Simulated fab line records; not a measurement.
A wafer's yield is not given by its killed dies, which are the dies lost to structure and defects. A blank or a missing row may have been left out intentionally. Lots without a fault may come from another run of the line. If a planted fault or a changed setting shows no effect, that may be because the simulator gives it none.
Struck lot and sound lot, side by side | flow sky130 | 19 steps out of a route of 708
Sound: these wafers, L536.2, L536.3, L536.6. Struck: wafer L540.4. (L540.3, L540.5 of the same lot were not struck and are left out.) The cause comes at the end.
Per side, at each step with rows, come the tool, then ch with its chambers, and then its first start. Under that, the readings that differ: sound wafers | struck wafers | difference of the means | sigmas: that difference in standard deviations of wafers without a fault.
alike: words and numbers the same on both sides, and readings whose means are apart by under 2 such deviations; not compared: readings that were withheld, readings missing a value for some wafer, numbers with overlapping values and no deviation given by the record, and bounds like >300 which may hide the same value.
Wherever a step has rows on one side only, a row that says differs or no value, or a row with sigmas, the two part there. Numbers that don't overlap but have no deviation are shown without sigmas and don't part them. A reading missing from all wafers of one side parts the sides only when that side holds two or more wafers.

first, 1 step without rows for these wafers: SKY_VT_ADJUST_NCORE_DEVELOP_06 (develop time 60 s).
SKY_VT_ADJUST_NCORE_CD_MEAS_07: target cd 380 nm.
  sound: cd sem-02 at day 10 07:31; struck: cd sem-02 at day 11 05:43
  alike: cd nm
SKY_VT_ADJUST_NCORE_OVL_MEAS_08:
  sound: overlay-02 at day 10 07:37; struck: overlay-02 at day 11 05:49
  alike: VT_ADJUST_NCORE_OVL
next, for these wafers, 1 step has no rows: SKY_VT_ADJUST_NCORE_IMPLANT_09.
SKY_VT_ADJUST_NCORE_STRIP_10: strips in O2/N2.
  sound on plasma asher-03 ch 0,1, day 10 07:47; struck on plasma asher-03 ch 1, day 11 06:01
  reading                      | sound             | struck | difference | sigmas
  strip time to endpoint s (s) | 14.10 14.12 14.10 | 14.20  | +0.09      | +3
  alike: drypump motor current A, oes product au
  not compared: rf hours counter h
SKY_VT_ADJUST_NCORE_TW_MEAS_11:
  sound: film metro-02 at day 10 07:54; struck: film metro-03 at day 11 06:07
  alike: VT_ADJUST_NCORE_TW
then, 6 steps without rows for these wafers: SKY_VT_ADJUST_HVTR_DEHYDRATE_00 (time 60 s); SKY_VT_ADJUST_HVTR_HMDS_01 (prime time 60 s); SKY_VT_ADJUST_HVTR_COAT_02 (resist thk 1140 nm); SKY_VT_ADJUST_HVTR_SOFTBAKE_03 (time 60 s); SKY_VT_ADJUST_HVTR_EXPOSE_04 (exposes mask HVTRM, target cd 380 nm); SKY_VT_ADJUST_HVTR_PEB_05.
SKY_VT_ADJUST_HVTR_DEVELOP_06: develop time 60 s.
  sound on litho track-04 ch 0, day 11 07:31; struck on litho track-04 ch 0, day 12 05:53
  alike: exhaust pa
SKY_VT_ADJUST_HVTR_CD_MEAS_07: target cd 380 nm.
  sound: cd sem-02 at day 11 07:39; struck: cd sem-02 at day 12 06:01
  not compared: cd nm
SKY_VT_ADJUST_HVTR_OVL_MEAS_08:
  sound: overlay-02 at day 11 07:46; struck: overlay-02 at day 12 06:07
  not compared: VT_ADJUST_HVTR_OVL
next, for these wafers, 1 step has no rows: SKY_VT_ADJUST_HVTR_IMPLANT_09.
SKY_VT_ADJUST_HVTR_STRIP_10: strips in O2/N2.
  sound on plasma asher-01 ch 0,1, day 11 07:56; struck on plasma asher-04 ch 1, day 12 06:19
  reading                     | sound       | struck | difference | sigmas
  drypump motor current A (A) | 5.2 5.1 5.6 | 6.3    | +1.0       | +2
  alike: oes product au, strip time to endpoint s
  not compared: rf hours counter h
SKY_VT_ADJUST_HVTR_TW_MEAS_11:
  sound: film metro-01 at day 11 08:03; struck: film metro-01 at day 12 06:25
  reading           | sound             | struck | difference | sigmas
  VT_ADJUST_HVTR_TW | 208.3 207.7 208.5 | 29.6   | -178.6     | -78
then, 1 step without rows for these wafers: SKY_VT_ADJUST_PCH_DEHYDRATE_00 (time 60 s).

WHERE THEY PART
At SKY_VT_ADJUST_NCORE_STRIP_10 first; at SKY_VT_ADJUST_HVTR_TW_MEAS_11 last (within this record only).

WHY: what the simulator had put in
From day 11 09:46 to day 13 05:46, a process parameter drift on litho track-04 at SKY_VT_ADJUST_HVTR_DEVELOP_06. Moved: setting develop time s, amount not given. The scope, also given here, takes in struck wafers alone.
